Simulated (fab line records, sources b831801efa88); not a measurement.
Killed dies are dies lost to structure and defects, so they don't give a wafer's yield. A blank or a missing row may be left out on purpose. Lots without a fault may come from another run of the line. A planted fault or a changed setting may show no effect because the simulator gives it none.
Which tool did it? | flow gf180mcu | 13 lots, 39 wafers sampled, at 5 steps of a route of 602

WHAT THE GAUGES READ, wafer by wafer
GF_STI_BOW_MEAS_00.
lot  | measured    | on            | INCOMING_BOW (um)
L154 | day 1 10:00 | film_metro-03 | -5 -5 -5
L155 | day 1 15:04 | film_metro-03 | -2 5 -3
L157 | day 2 01:00 | film_metro-03 | 8 5 13
L159 | day 2 11:01 | film_metro-04 | 11 -14 -11
L160 | day 2 16:00 | film_metro-03 | -1 3 -2
L162 | day 3 02:02 | film_metro-03 | 5 -4 4
L163 | day 3 07:01 | film_metro-04 | -4 -2 -11
L164 | day 3 12:01 | film_metro-03 | 8 -4 3
L165 | day 3 17:02 | film_metro-04 | 2 -10 -11
L166 | day 3 22:01 | film_metro-04 | -1 6 -4
L167 | day 4 03:00 | film_metro-03 | 6 -2 1
L171 | day 4 23:02 | film_metro-02 | 16 -4 0
L174 | day 5 14:01 | film_metro-03 | -1 5 -3

GF_VT_IMPLANT_TW_MEAS_32.
lot  | measured     | on            | VT_IMPLANT_3_TW
L154 | day 7 09:31  | film_metro-04 | 264.5 264.2 264.9
L155 | day 7 08:22  | film_metro-02 | 259.9 259.2 261.8
L157 | day 7 20:02  | film_metro-01 | 265.3 266.0 264.1
L159 | day 8 05:32  | film_metro-01 | 263.9 265.4 266.6
L160 | day 8 10:29  | film_metro-04 | 267.1 265.1 265.9
L162 | day 8 21:06  | film_metro-04 | 265.8 265.6 266.5
L163 | day 9 02:50  | film_metro-04 | 265.8 265.6 265.0
L164 | day 9 11:35  | film_metro-04 | 265.3 266.5 265.9
L165 | day 9 18:41  | film_metro-01 | 267.9 267.2 268.3
L166 | day 9 21:38  | film_metro-02 | 259.8 260.2 260.3
L167 | day 10 13:43 | film_metro-04 | 266.9 265.3 266.8
L171 | day 12 02:32 | film_metro-02 | 138.0 139.3 139.2
L174 | day 13 01:41 | film_metro-02 | 136.0 135.9 135.9

GF_HV_LDD_CD_MEAS_19: target cd 400 nm.
lot  | measured     | on        | cd_nm (nm)
L154 | day 11 07:37 | cd_sem-02 | 397.9 395.9 397.2
L155 | day 11 05:01 | cd_sem-02 | 400.3 400.2 399.6
L157 | day 11 20:52 | cd_sem-02 | 401.8 399.6 400.4
L159 | day 12 07:01 | cd_sem-02 | 399.6 402.8 398.3
L160 | day 12 13:05 | cd_sem-02 | 403.7 402.6 402.0
L162 | day 13 03:48 | cd_sem-02 | 399.0 399.2 400.7
L163 | day 13 11:22 | cd_sem-01 | 402.0 402.0 401.0
L164 | day 13 19:25 | cd_sem-01 | 400.4 402.1 400.8
L165 | day 14 02:30 | cd_sem-02 | 400.7 403.3 401.1
L166 | day 14 03:08 | cd_sem-02 | 396.4 398.7 395.9
L167 | day 14 23:40 | cd_sem-01 | 404.2 401.8 402.1
L171 | day 16 20:02 | cd_sem-02 | 400.1 400.1 398.4
L174 | day 18 01:37 | cd_sem-01 | 401.7 400.4 403.4

WHICH TOOL RAN EACH LOT (tool, then ch and the chambers of the sampled wafers, then the start)
lot  | GF_STI_ETCH_13                    | GF_VT_IMPLANT_IMPLANT_30
L154 | rie_diel-01 ch 0,1,3, day 2 02:28 | implanter-04 ch 0, day 7 09:16
L155 | rie_diel-01 ch 0,3, day 2 07:34   | implanter-02 ch 0, day 7 08:09
L157 | rie_diel-04 ch 0,1,3, day 2 21:58 | implanter-02 ch 0, day 7 19:47
L159 | rie_diel-02 ch 0,2,3, day 3 06:38 | implanter-01 ch 0, day 8 05:18
L160 | rie_diel-04 ch 0,1,2, day 3 10:28 | implanter-01 ch 0, day 8 10:14
L162 | rie_diel-04 ch 0,1,3, day 3 19:38 | implanter-01 ch 0, day 8 20:53
L163 | rie_diel-02 ch 0,2, day 3 23:01   | implanter-04 ch 0, day 9 02:35
L164 | rie_diel-04 ch 0,2, day 4 05:28   | implanter-01 ch 0, day 9 11:20
L165 | rie_diel-02 ch 1,2,3, day 4 10:17 | implanter-04 ch 0, day 9 18:28
L166 | rie_diel-01 ch 1,2,3, day 4 16:01 | implanter-04 ch 0, day 9 21:23
L167 | rie_diel-04 ch 0,1,3, day 4 20:19 | implanter-01 ch 0, day 10 13:28
L171 | rie_diel-02 ch 0,1,3, day 5 19:51 | implanter-01 ch 0, day 12 02:19
L174 | rie_diel-02 ch 0,2,3, day 6 12:58 | implanter-01 ch 0, day 13 01:26
- GF_STI_ETCH_13: etches the open film in CHF3/O2, stops on Si, target depth 282.31 nm, time 112.9 s.
- GF_VT_IMPLANT_IMPLANT_30

WHAT THE TOOLS THEMSELVES READ (means of the sampled wafers that have a number; where no wafer has one, the mark that the record gives instead)
GF_STI_ETCH_13.
lot  | tool        | chamber_pressure_mTorr (mTorr) | drypump_motor_current_A (A) | oes_product_au (a.u.) | throttle_valve_pct (%)
L154 | rie_diel-01 | 39.99                          | 5.7                         | 0.837                 | 8.804
L155 | rie_diel-01 | 39.98                          | 5.4                         | 0.833                 | 8.803
L157 | rie_diel-04 | 40.01                          | 5.8                         | 0.842                 | 8.808
L159 | rie_diel-02 | 39.98                          | 5.7                         | 0.832                 | 8.812
L160 | rie_diel-04 | 39.99                          | 5.8                         | 0.823                 | 8.806
L162 | rie_diel-04 | 40.00                          | 5.8                         | 0.834                 | 8.819
L163 | rie_diel-02 | 40.00                          | 5.7                         | 0.836                 | 8.815
L164 | rie_diel-04 | 40.00                          | 6.0                         | 0.836                 | 8.812
L165 | rie_diel-02 | 40.01                          | 5.3                         | 0.828                 | 8.814
L166 | rie_diel-01 | 39.98                          | 5.7                         | 0.839                 | 8.813
L167 | rie_diel-04 | 40.00                          | 5.8                         | 0.838                 | 8.810
L171 | rie_diel-02 | 39.98                          | 5.4                         | 0.836                 | 8.814
L174 | rie_diel-02 | 40.01                          | 5.7                         | 0.833                 | 8.814

GF_VT_IMPLANT_IMPLANT_30.
lot  | tool         | dose_ions_cm2 | faraday_current_uA
L154 | implanter-04 | 2.5364e+12    | 14.29
L155 | implanter-02 | 2.5350e+12    | 14.08
L157 | implanter-02 | 2.5369e+12    | 14.43
L159 | implanter-01 | 2.5307e+12    | 14.36
L160 | implanter-01 | 2.5364e+12    | 14.40
L162 | implanter-01 | 2.5346e+12    | 14.14
L163 | implanter-04 | 2.5298e+12    | 14.09
L164 | implanter-01 | 2.5381e+12    | 14.24
L165 | implanter-04 | 2.5371e+12    | 14.23
L166 | implanter-04 | 2.5323e+12    | 14.15
L167 | implanter-01 | 2.5322e+12    | 14.27
L171 | implanter-01 | 2.5137e+11    | 1.45
L174 | implanter-01 | 2.5377e+11    | 1.43

THE ANSWER, worked out from the rows above alone
Rule: what is usual is taken from the lots themselves. Put in order of their means at a reading, lots are off if they are a third of the lots or fewer, leave a main group of 4 or more, and stand apart from it by a gap of 3 or more times the standard deviation of the main group's means; of several such gaps the widest counts. A main group whose means are all the same, to the digits that the tables above print for the reading, isn't used. A lot without any number at a reading at which 4 lots or more have one is off too. The other lots that the step has rows for count as sound. The gauges are gone through in route order, then the tools' own readings, and for those a lot's mean is taken as printed above. The first step at which some lot is off is used, and at that step the reading that is off furthest; a lot without a number counts as furthest.
Off: L171, L174, at GF_VT_IMPLANT_TW_MEAS_32 (VT_IMPLANT_3_TW). The main group: mean 264.8, standard deviation 2.3.
A tool fits if, at a process step before that reading, it ran every lot that is off, and no sound lot after the first of them. The gauges at GF_VT_IMPLANT_TW_MEAS_32 aren't tried: what is off there is off at GF_VT_IMPLANT_IMPLANT_30 too, on other tools, and a gauge's error can't cause that. Can't be told from this: 2 tools fit, rie_diel-02 at GF_STI_ETCH_13, implanter-01 at GF_VT_IMPLANT_IMPLANT_30.

WHAT THE SIMULATOR HAD PUT IN
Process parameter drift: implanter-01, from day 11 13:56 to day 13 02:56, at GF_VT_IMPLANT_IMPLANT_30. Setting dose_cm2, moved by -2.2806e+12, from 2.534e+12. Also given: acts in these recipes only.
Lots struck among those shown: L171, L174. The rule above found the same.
